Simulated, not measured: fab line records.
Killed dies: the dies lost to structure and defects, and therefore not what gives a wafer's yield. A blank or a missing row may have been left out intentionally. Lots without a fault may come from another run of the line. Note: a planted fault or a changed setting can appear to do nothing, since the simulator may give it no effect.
fab line records    flow gf180mcu    part 1 of 2: steps 1 to 27 of 37
[record] lots = 5  wafers = 15  last-day = 34
route steps=602 shown POLY_GATE@157 HV_LDD@176
lots that met no fault: taken from a fault-free run of the same line
start-h: hours from the record's opening day to when the first of the lot's shown wafers began    wait-h: hours from the lot's prior step to this one    " repeats the value in the row above    L1.1+2: a row that stands for several wafers    - no value present, or no start provided    * or withheld: withheld    < > ~ a bound
route shown NAME@n: names a module that has steps shown in the file, with the first one's number in the route    usual: the fault-free wafers' mean and standard deviation    same: alike in all rows    chamber/n: place in a boat    sites: per-site readings    _std_site: the values' standard deviation    _edge_site: mean of outer sites minus mean of inner sites    radius-mm: for every site, how far away it sits from the centre of the wafer    mask NAME#n: copy n    behind: the last tool/chamber to shape the wafer    hold: why the lot was held/for how many hours/how that ended    device: names the non-switching transistor (n, p or np)    end of line: tests run on the same wafers once the route is complete    a step without rows: its recipe alone    killed: count of dies lost to structure and defects at first sort (not the wafer's yield)    map: a wafer's dies, x killed, . not, _ none there
set.NAME: the setting that was run; set.NAME@STEP: the one run at that earlier step    model.NAME: the simulator's own value behind a step, which no gauge read
certain route steps with their lots: each step a table, each wafer a row
services: the hour from which a tool's chamber was out of use, counted from the record's first day as start-h (under 0 if before that day), plus the number of hours and why
[[steps]]
[step GF_POLY_GATE_CVD_00]
[recipe] material = poly-Si  target-thk-nm = 200  temp-c = 620  time-s = 1200  pressure-mtorr = 200
lot.wafer   tool      chamber  start-h  wait-h
L077.2+4+6  lpcvd-01  0        197.43   0.0
L078.1+2+3  lpcvd-02  0        203.07   0.0
L081.3+4+6  lpcvd-01  1        224.72   0.0
L087.2+4+6  lpcvd-02  0        281.19   0.0
L096.1+3+6  lpcvd-02  0        328.14   0.0
[step GF_POLY_GATE_THK_MEAS_01]
[recipe] reads = poly-Si_of_POLY_GATE_CVD_00
[usual] POLY_GATE_CVD_00_THK = 200.2/1.7
lot.wafer  tool           chamber  start-h  wait-h  POLY_GATE_CVD_00_THK[nm]
L077.2     film-metro-02  -        198.77   0.0     199.3
L077.4     "              -        "        "       197.4
L077.6     "              -        "        "       199.0
L078.1     film-metro-03  -        204.40   0.0     202.2
L078.2     "              -        "        "       202.4
L078.3     "              -        "        "       203.0
L081.3     film-metro-01  -        226.07   0.0     197.7
L081.4     "              -        "        "       199.0
L081.6     "              -        "        "       200.8
L087.2     film-metro-02  -        282.54   0.0     200.2
L087.4     "              -        "        "       198.9
L087.6     "              -        "        "       199.2
L096.1     film-metro-02  -        329.47   0.0     197.8
L096.3     "              -        "        "       198.4
L096.6     "              -        "        "       198.3
[step GF_POLY_GATE_DEHYDRATE_02]
[recipe] temp-c = 200  time-s = 60
[usual] heater-power-total-W = 160.37/0.12
lot.wafer  tool            chamber  start-h  wait-h  heater-power-total-W
L077.2     litho-track-02  0        206.34   7.6     160.28
L077.4     "               0        "        "       160.21
L077.6     "               0        "        "       160.29
L078.1     litho-track-04  0        212.53   8.1     160.44
L078.2     "               0        "        "       160.46
L078.3     "               0        "        "       160.26
L081.3     litho-track-02  0        234.57   8.5     160.48
L081.4     "               0        "        "       160.46
L081.6     "               0        "        "       160.19
L087.2     litho-track-02  0        291.09   8.5     160.48
L087.4     "               0        "        "       160.59
L087.6     "               0        "        "       160.54
L096.1     litho-track-01  0        339.56   10.1    160.46
L096.3     "               0        "        "       160.64
L096.6     "               0        "        "       160.33
[step GF_POLY_GATE_HMDS_03]
[recipe] prime-time-s = 60  prime-temp-c = 120
lot.wafer   tool            chamber  start-h  wait-h
L077.2+4+6  litho-track-02  0        206.49   0.1
L078.1+2+3  litho-track-04  0        212.68   0.1
L081.3+4+6  litho-track-02  0        234.72   0.1
L087.2+4+6  litho-track-02  0        291.24   0.1
L096.1+3+6  litho-track-01  0        339.71   0.1
[step GF_POLY_GATE_COAT_04]
[recipe] resist = BARC  temp-c = withheld  time-s = withheld  spin-rpm = withheld  resist-thk-nm = withheld
[usual] dispense-pressure-kPa = 52.0/1.4
lot.wafer  tool            chamber  start-h  wait-h  dispense-pressure-kPa
L077.2     litho-track-02  0        206.64   0.1     50.1
L077.4     "               0        "        "       50.1
L077.6     "               0        "        "       50.1
L078.1     litho-track-04  0        212.83   0.1     52.8
L078.2     "               0        "        "       52.8
L078.3     "               0        "        "       52.8
L081.3     litho-track-02  0        234.87   0.1     50.1
L081.4     "               0        "        "       50.1
L081.6     "               0        "        "       50.1
L087.2     litho-track-02  0        291.39   0.1     50.1
L087.4     "               0        "        "       50.1
L087.6     "               0        "        "       50.1
L096.1     litho-track-01  0        339.86   0.1     53.1
L096.3     "               0        "        "       53.1
L096.6     "               0        "        "       53.1
[step GF_POLY_GATE_COAT_05]
[recipe] resist = KrF  spin-rpm = withheld  resist-thk-nm = 700
[usual] dispense-pressure-kPa = 52.0/1.4
lot.wafer  tool            chamber  start-h  wait-h  dispense-pressure-kPa
L077.2     litho-track-02  0        -        -       50.1
L077.4     "               0        "        "       50.1
L077.6     "               0        "        "       50.1
L078.1     litho-track-04  0        -        -       52.8
L078.2     "               0        "        "       52.8
L078.3     "               0        "        "       52.8
L081.3     litho-track-02  0        -        -       50.1
L081.4     "               0        "        "       50.1
L081.6     "               0        "        "       50.1
L087.2     litho-track-02  0        -        -       50.1
L087.4     "               0        "        "       50.1
L087.6     "               0        "        "       50.1
L096.1     litho-track-01  0        -        -       53.1
L096.3     "               0        "        "       53.1
L096.6     "               0        "        "       53.1
[step GF_POLY_GATE_SOFTBAKE_06]
[recipe] temp-c = 130  time-s = 60  resist = KrF
[usual] heater-power-total-W = 93.05/0.052
lot.wafer  tool            chamber  start-h  wait-h  heater-power-total-W
L077.2     litho-track-02  0        -        -       93.08
L077.4     "               0        "        "       93.07
L077.6     "               0        "        "       93.05
L078.1     litho-track-04  0        -        -       93.04
L078.2     "               0        "        "       93.03
L078.3     "               0        "        "       92.99
L081.3     litho-track-02  0        -        -       93.07
L081.4     "               0        "        "       93.07
L081.6     "               0        "        "       93.01
L087.2     litho-track-02  0        -        -       93.12
L087.4     "               0        "        "       93.13
L087.6     "               0        "        "       93.00
L096.1     litho-track-01  0        -        -       93.01
L096.3     "               0        "        "       93.02
L096.6     "               0        "        "       92.99
[step GF_POLY_GATE_EXPOSE_07]
[recipe] mask-id = Poly2  target-cd-nm = 280  na = 0.68  source-shape = conventional  sigma-outer = 0.6  dose-mj = 28
[usual] focus-offset-nm = 0.0/0.54
lot.wafer  tool            chamber  start-h  wait-h  mask     focus-offset-nm
L077.2     krf-scanner-01  0        -        -       Poly2#0  -0.4
L077.4     "               0        "        "       Poly2#0  0.2
L077.6     "               0        "        "       Poly2#0  -0.5
L078.1     krf-scanner-02  0        -        -       Poly2#0  -0.7
L078.2     "               0        "        "       Poly2#0  -1.0
L078.3     "               0        "        "       Poly2#0  -0.5
L081.3     krf-scanner-01  0        -        -       Poly2#0  0.4
L081.4     "               0        "        "       Poly2#0  -0.1
L081.6     "               0        "        "       Poly2#0  -0.2
L087.2     krf-scanner-01  0        -        -       Poly2#0  1.0
L087.4     "               0        "        "       Poly2#0  -0.3
L087.6     "               0        "        "       Poly2#0  0.3
L096.1     krf-scanner-01  0        -        -       Poly2#0  -0.9
L096.3     "               0        "        "       Poly2#0  -0.8
L096.6     "               0        "        "       Poly2#0  -0.9
[step GF_POLY_GATE_PEB_08]
[recipe] peb-temp-c = 135  peb-time-s = 90  resist = KrF
[usual] heater-power-total-W = 85.70/0.082
lot.wafer  tool            chamber  start-h  wait-h  heater-power-total-W
L077.2     litho-track-01  0        -        -       85.63
L077.4     "               0        "        "       85.66
L077.6     "               0        "        "       85.71
L078.1     litho-track-01  0        -        -       85.57
L078.2     "               0        "        "       85.63
L078.3     "               0        "        "       85.70
L081.3     litho-track-02  0        -        -       85.76
L081.4     "               0        "        "       85.66
L081.6     "               0        "        "       85.83
L087.2     litho-track-04  0        -        -       85.80
L087.4     "               0        "        "       85.55
L087.6     "               0        "        "       85.74
L096.1     litho-track-01  0        -        -       85.66
L096.3     "               0        "        "       85.66
L096.6     "               0        "        "       85.71
[step GF_POLY_GATE_DEVELOP_09]
[recipe] develop-time-s = 60  resist = KrF  dev-temp-c = 21
lot.wafer   tool            chamber  start-h  wait-h
L077.2+4+6  litho-track-01  0        215.49   0.2
L078.1+2+3  litho-track-01  0        221.91   0.2
L081.3+4+6  litho-track-02  0        244.37   0.1
L087.2+4+6  litho-track-04  0        301.85   0.2
L096.1+3+6  litho-track-01  0        350.81   0.2
[step GF_POLY_GATE_CD_MEAS_10]
[recipe] target-cd-nm = 280
[usual] cd-nm = 279.9/1.1
lot.wafer  tool       chamber  start-h  wait-h  cd-nm
L077.2     cd-sem-01  -        215.63   0.1     280.0
L077.4     "          -        "        "       281.0
L077.6     "          -        "        "       279.7
L078.1     cd-sem-01  -        222.06   0.1     280.3
L078.2     "          -        "        "       280.9
L078.3     "          -        "        "       281.5
L081.3     cd-sem-01  -        244.51   0.1     280.7
L081.4     "          -        "        "       280.1
L081.6     "          -        "        "       281.1
L087.2     cd-sem-01  -        302.00   0.1     280.4
L087.4     "          -        "        "       279.5
L087.6     "          -        "        "       280.8
L096.1     cd-sem-02  -        350.96   0.1     279.6
L096.3     "          -        "        "       279.4
L096.6     "          -        "        "       280.6
[step GF_POLY_GATE_OVL_MEAS_11]
[usual] POLY_GATE_OVL = -1/5.3
lot.wafer  tool        chamber  start-h  wait-h  POLY_GATE_OVL[nm]
L077.2     overlay-02  -        215.74   0.1     -10
L077.4     "           -        "        "       -4
L077.6     "           -        "        "       -12
L078.1     overlay-01  -        222.18   0.1     6
L078.2     "           -        "        "       5
L078.3     "           -        "        "       -3
L081.3     overlay-01  -        244.60   0.1     -8
L081.4     "           -        "        "       -3
L081.6     "           -        "        "       -4
L087.2     overlay-01  -        302.10   0.1     -9
L087.4     "           -        "        "       -5
L087.6     "           -        "        "       -5
L096.1     overlay-01  -        351.08   0.1     -2
L096.3     "           -        "        "       -2
L096.6     "           -        "        "       -2
[step GF_POLY_GATE_ETCH_12]
[recipe] chemistry = N2/H2  target-depth-a = withheld  overetch-a = withheld  time-s = withheld  target = BARC  ion-energy-ev = 200  source-w = 500  bias-w = 100  pressure-mtorr = 30  n2-flow-sccm = 100  h2-flow-sccm = 200
[usual] drypump-motor-current-A = 5.6/0.53  h2-flow-sccm = 200.0/0.63  n2-flow-sccm = 100.0/0.32  oes-product-au = 0.735/0.0048  throttle-valve-pct = 13.214/0.0083
lot.wafer  tool         chamber  start-h  wait-h  drypump-motor-current-A  h2-flow-sccm  n2-flow-sccm  oes-product-au  throttle-valve-pct
L077.2     rie-diel-02  2        215.77   0.0     5.8                      200.5         99.6          0.738           13.204
L077.4     "            1        "        "       5.1                      199.3         100.2         0.739           13.206
L077.6     "            2        "        "       5.8                      200.4         100.5         0.740           13.199
L078.1     rie-diel-01  2        222.22   0.0     6.5                      200.2         100.4         0.731           13.217
L078.2     "            1        "        "       5.2                      200.6         100.3         0.737           13.223
L078.3     "            0        "        "       5.4                      199.3         100.0         0.731           13.204
L081.3     rie-diel-02  0        244.62   0.0     6.2                      199.7         100.4         0.737           13.223
L081.4     "            1        "        "       5.1                      199.1         100.1         0.734           13.205
L081.6     "            3        "        "       4.8                      200.4         99.9          0.735           13.223
L087.2     rie-diel-03  1        302.13   0.0     4.9                      198.9         100.2         0.731           13.219
L087.4     "            3        "        "       5.9                      199.9         99.5          0.737           13.222
L087.6     "            2        "        "       5.8                      200.3         100.1         0.738           13.223
L096.1     rie-diel-03  3        351.12   0.0     5.9                      200.6         99.9          0.726           13.212
L096.3     "            0        "        "       5.9                      199.6         100.2         0.729           13.216
L096.6     "            0        "        "       5.9                      199.3         99.3          0.736           13.217
[step GF_POLY_GATE_ETCH_13]
[recipe] target = poly-Si  target-depth-nm = 198.5  stop-on = SiO2  over-etch-frac = 0.403  chemistry = HBr/Cl2  icp-w = 400  bias-w = 100  pressure-mtorr = 10  HBr_flow_sccm = 150  Cl2_flow_sccm = 50  time-s = 69.6
[usual] drypump-motor-current-A = 5.5/0.39  oes-product-au = 0.987/0.0094  throttle-valve-pct = 33.684/0.0092
lot.wafer  tool       chamber  start-h  wait-h  drypump-motor-current-A  oes-product-au  rf-hours-counter-h  throttle-valve-pct
L077.2     rie-si-02  2        215.82   -       5.9                      0.995           1                   33.684
L077.4     "          3        "        "       5.6                      0.981           116                 33.678
L077.6     "          3        "        "       5.6                      0.980           -                   33.681
L078.1     rie-si-01  1        222.27   -       5.2                      0.991           134                 33.699
L078.2     "          0        "        "       5.6                      1.002           102                 33.695
L078.3     "          0        "        "       5.6                      0.991           -                   33.688
L081.3     rie-si-02  2        244.67   -       5.8                      0.990           2                   33.688
L081.4     "          0        "        "       4.8                      0.995           -                   33.688
L081.6     "          1        "        "       5.7                      0.977           -                   33.689
L087.2     rie-si-01  1        302.18   -       5.2                      0.983           135                 33.690
L087.4     "          2        "        "       5.7                      0.974           -                   33.660
L087.6     "          1        "        "       5.2                      0.981           -                   33.675
L096.1     rie-si-01  2        351.17   -       5.7                      0.966           74                  33.684
L096.3     "          3        "        "       6.1                      0.989           4                   33.680
L096.6     "          3        "        "       6.1                      0.983           -                   33.698
[step GF_POLY_GATE_STRIP_14]
[recipe] chemistry = O2/N2  power-w = 1400  pressure-mtorr = 1500  platen-temp-c = 250  o2-flow-sccm = 3000  n2-flow-sccm = 300  overash-fraction = 0.5
[usual] drypump-motor-current-A = 5.44/0.25  heater-power-w = 348/49  n2-flow-sccm = 299.8/0.95  oes-product-au = 0.505/0.0049
lot.wafer  tool             chamber  start-h  wait-h  drypump-motor-current-A  heater-power-w  n2-flow-sccm  oes-product-au  rf-hours-counter-h
L077.2     plasma-asher-02  0        215.87   0.0     5.71                     391             301.3         0.510           57
L077.4     "                0        "        "       5.70                     400             301.1         0.512           -
L077.6     "                1        "        "       5.22                     328             300.5         0.503           -
L078.1     plasma-asher-04  1        222.35   0.1     5.60                     391             299.5         0.506           57
L078.2     "                0        "        "       5.06                     291             299.0         0.500           57
L078.3     "                0        "        "       5.08                     293             300.3         0.506           -
L081.3     plasma-asher-01  1        244.76   0.1     5.53                     282             299.1         0.505           -
L081.4     "                0        "        "       5.66                     390             298.5         0.499           -
L081.6     "                0        "        "       5.67                     401             299.6         0.505           -
L087.2     plasma-asher-04  0        302.24   0.0     5.05                     295             299.7         0.500           65
L087.4     "                1        "        "       5.61                     384             300.6         0.505           -
L087.6     "                1        "        "       5.62                     388             300.3         0.501           -
L096.1     plasma-asher-02  0        351.22   0.0     5.69                     387             300.1         0.496           71
L096.3     "                0        "        "       5.69                     397             300.3         0.510           -
L096.6     "                1        "        "       5.19                     323             298.4         0.498           -
[step GF_POLY_GATE_CLEAN_15]
[recipe] chemistry = SC1/SC2  mix = 1:4:20  temp-c = 70  time-s = 150  dry = n2-spin
lot.wafer   tool          chamber  start-h  wait-h
L077.2+4+6  wet-bench-03  1        215.97   0.1
L078.1+2+3  wet-bench-01  0        222.45   0.1
L081.3+4+6  wet-bench-01  0        244.83   0.0
L087.2+4+6  wet-bench-03  1        302.34   0.1
L096.1+3+6  wet-bench-01  1        351.32   0.1
[step GF_POLY_GATE_OXIDATION_16]
[recipe] temp-c = 850  ambient = O2  stabilise-s = 600  purge-s = 300  target-thk-a = 40  ox-time-s = 899
[usual] ox-temp-c = 850.1/0.4  tube-center-temp-C = 850/0.076
lot.wafer  tool        chamber  start-h  wait-h  ox-temp-c  tube-center-temp-C
L077.2     furnace-01  0        216.02   0.0     850.7      850.13
L077.4     "           0        "        "       850.8      849.99
L077.6     "           0        "        "       849.3      850.02
L078.1     furnace-02  0        222.51   0.0     850.2      849.9
L078.2     "           0        "        "       850.4      850.04
L078.3     "           0        "        "       850.1      850.01
L081.3     furnace-01  0        257.42   12.5    850.0      850.05
L081.4     "           0        "        "       850.7      850.03
L081.6     "           0        "        "       850.2      849.95
L087.2     furnace-02  0        302.99   0.6     850.1      850.08
L087.4     "           0        "        "       850.1      850.01
L087.6     "           0        "        "       850.2      849.81
L096.1     furnace-01  0        351.99   0.6     849.5      850.02
L096.3     "           0        "        "       849.9      850.05
L096.6     "           0        "        "       849.4      849.98
[step GF_POLY_GATE_THK_MEAS_17]
[recipe] reads = SiO2_of_POLY_GATE_OXIDATION_16
[usual] POLY_GATE_OXIDATION_THK = 4.03/0.079
lot.wafer  tool           chamber  start-h  wait-h  POLY_GATE_OXIDATION_THK[nm]
L077.2     film-metro-01  -        217.28   0.0     3.95
L077.4     "              -        "        "       3.99
L077.6     "              -        "        "       3.91
L078.1     film-metro-03  -        223.76   0.0     3.99
L078.2     "              -        "        "       4.05
L078.3     "              -        "        "       4.07
L081.3     film-metro-03  -        258.69   0.0     3.90
L081.4     "              -        "        "       3.98
L081.6     "              -        "        "       3.99
L087.2     film-metro-02  -        304.25   0.0     4.01
L087.4     "              -        "        "       4.02
L087.6     "              -        "        "       4.10
L096.1     film-metro-03  -        353.24   0.0     4.08
L096.3     "              -        "        "       3.95
L096.6     "              -        "        "       4.07
[step GF_POLY_GATE_CD_MEAS_18]
[usual] cd-nm = 278.8/2.1
lot.wafer  tool       chamber  start-h  wait-h  cd-nm
L077.2     cd-sem-02  -        217.36   0.1     278.1
L077.4     "          -        "        "       278.6
L077.6     "          -        "        "       278.8
L078.1     cd-sem-01  -        223.82   0.1     279.1
L078.2     "          -        "        "       281.9
L078.3     "          -        "        "       282.1
L081.3     cd-sem-01  -        258.79   0.1     280.5
L081.4     "          -        "        "       280.0
L081.6     "          -        "        "       277.9
L087.2     cd-sem-02  -        304.32   0.1     277.1
L087.4     "          -        "        "       281.6
L087.6     "          -        "        "       279.0
L096.1     cd-sem-01  -        353.30   0.1     280.7
L096.3     "          -        "        "       281.1
L096.6     "          -        "        "       283.2
[step GF_HV_LDD_DEHYDRATE_00]
[recipe] temp-c = 200  time-s = 60
[usual] heater-power-total-W = 160.37/0.12
lot.wafer  tool            chamber  start-h  wait-h  heater-power-total-W
L077.2     litho-track-02  0        226.19   8.8     160.19
L077.4     "               0        "        "       160.24
L077.6     "               0        "        "       160.25
L078.1     litho-track-02  0        232.22   8.4     160.30
L078.2     "               0        "        "       160.50
L078.3     "               0        "        "       160.36
L081.3     litho-track-04  0        266.38   7.6     160.41
L081.4     "               0        "        "       160.55
L081.6     "               0        "        "       160.24
L087.2     litho-track-02  0        314.19   9.8     160.24
L087.4     "               0        "        "       160.19
L087.6     "               0        "        "       160.65
L096.1     litho-track-04  0        363.88   10.6    160.49
L096.3     "               0        "        "       160.36
L096.6     "               0        "        "       160.26
[step GF_HV_LDD_HMDS_01]
[recipe] prime-time-s = 60  prime-temp-c = 120
lot.wafer   tool            chamber  start-h  wait-h
L077.2+4+6  litho-track-02  0        226.34   0.1
L078.1+2+3  litho-track-02  0        232.37   0.1
L081.3+4+6  litho-track-04  0        266.53   0.1
L087.2+4+6  litho-track-02  0        314.34   0.1
L096.1+3+6  litho-track-04  0        364.03   0.1
[step GF_HV_LDD_COAT_02]
[recipe] resist = NOVOLAK  spin-rpm = 3000  resist-thk-nm = 1000
[usual] dispense-pressure-kPa = 51.3/1.3
lot.wafer  tool            chamber  start-h  wait-h  dispense-pressure-kPa
L077.2     litho-track-02  0        226.49   0.1     50.1
L077.4     "               0        "        "       50.1
L077.6     "               0        "        "       50.0
L078.1     litho-track-02  0        232.52   0.1     50.1
L078.2     "               0        "        "       50.1
L078.3     "               0        "        "       50.1
L081.3     litho-track-04  0        266.68   0.1     52.8
L081.4     "               0        "        "       52.7
L081.6     "               0        "        "       52.8
L087.2     litho-track-02  0        314.49   0.1     50.1
L087.4     "               0        "        "       50.1
L087.6     "               0        "        "       50.1
L096.1     litho-track-04  0        364.18   0.1     52.7
L096.3     "               0        "        "       52.8
L096.6     "               0        "        "       52.8
[step GF_HV_LDD_SOFTBAKE_03]
[recipe] temp-c = 90  time-s = 60  resist = NOVOLAK
[usual] heater-power-total-W = 56.60/0.046
lot.wafer  tool            chamber  start-h  wait-h  heater-power-total-W
L077.2     litho-track-02  0        226.64   0.1     56.55
L077.4     "               0        "        "       56.63
L077.6     "               0        "        "       56.55
L078.1     litho-track-02  0        232.67   0.1     56.65
L078.2     "               0        "        "       56.50
L078.3     "               0        "        "       56.56
L081.3     litho-track-04  0        266.83   0.1     56.62
L081.4     "               0        "        "       56.61
L081.6     "               0        "        "       56.65
L087.2     litho-track-02  0        314.64   0.1     56.74
L087.4     "               0        "        "       56.52
L087.6     "               0        "        "       56.51
L096.1     litho-track-04  0        364.33   0.1     56.59
L096.3     "               0        "        "       56.55
L096.6     "               0        "        "       56.52
[step GF_HV_LDD_EXPOSE_04]
[recipe] mask-id = Nplus_LV_AREA  target-cd-nm = 400  na = 0.6  source-shape = conventional  sigma-outer = 0.6  dose-mj = 140
[usual] focus-offset-nm = 0.0/0.56
lot.wafer  tool              chamber  start-h  wait-h  mask             focus-offset-nm
L077.2     iline-stepper-02  0        -        -       Nplus_LV_AREA#0  0.2
L077.4     "                 0        "        "       Nplus_LV_AREA#0  0.2
L077.6     "                 0        "        "       Nplus_LV_AREA#0  -0.3
L078.1     iline-stepper-02  0        -        -       Nplus_LV_AREA#0  -0.8
L078.2     "                 0        "        "       Nplus_LV_AREA#0  -0.8
L078.3     "                 0        "        "       Nplus_LV_AREA#0  -0.6
L081.3     iline-stepper-02  0        -        -       Nplus_LV_AREA#0  0.0
L081.4     "                 0        "        "       Nplus_LV_AREA#0  -0.4
L081.6     "                 0        "        "       Nplus_LV_AREA#0  0.2
L087.2     iline-stepper-02  0        -        -       Nplus_LV_AREA#0  -0.2
L087.4     "                 0        "        "       Nplus_LV_AREA#0  0.4
L087.6     "                 0        "        "       Nplus_LV_AREA#0  -0.3
L096.1     iline-stepper-01  0        -        -       Nplus_LV_AREA#0  0.7
L096.3     "                 0        "        "       Nplus_LV_AREA#0  -0.2
L096.6     "                 0        "        "       Nplus_LV_AREA#0  0.4
[step GF_HV_LDD_PEB_05]
[recipe] temp-c = withheld  time-s = *  resist = NOVOLAK
lot.wafer   tool            chamber  start-h  wait-h
L077.2+4+6  litho-track-04  0        -        -
L078.1+2+3  litho-track-03  0        -        -
L081.3+4+6  litho-track-04  0        -        -
L087.2+4+6  litho-track-04  0        -        -
L096.1+3+6  litho-track-03  0        -        -
[step GF_HV_LDD_DEVELOP_06]
[recipe] develop-time-s = 60  dev-temp-c = 23
lot.wafer   tool            chamber  start-h  wait-h
L077.2+4+6  litho-track-04  0        235.80   0.1
L078.1+2+3  litho-track-03  0        241.28   0.1
L081.3+4+6  litho-track-04  0        275.53   0.1
L087.2+4+6  litho-track-04  0        324.75   0.1
L096.1+3+6  litho-track-03  0        374.88   0.1
[step GF_HV_LDD_CD_MEAS_07]
[recipe] target-cd-nm = 400
[usual] cd-nm = 399.5/2.2
lot.wafer  tool       chamber  start-h  wait-h  cd-nm
L077.2     cd-sem-02  -        235.95   0.1     400.9
L077.4     "          -        "        "       400.7
L077.6     "          -        "        "       400.3
L078.1     cd-sem-02  -        241.43   0.1     400.7
L078.2     "          -        "        "       397.6
L078.3     "          -        "        "       400.6
L081.3     cd-sem-02  -        275.67   0.1     402.1
L081.4     "          -        "        "       404.1
L081.6     "          -        "        "       401.2
L087.2     cd-sem-01  -        324.90   0.1     396.2
L087.4     "          -        "        "       395.5
L087.6     "          -        "        "       397.8
L096.1     cd-sem-01  -        375.03   0.1     396.7
L096.3     "          -        "        "       398.2
L096.6     "          -        "        "       398.2
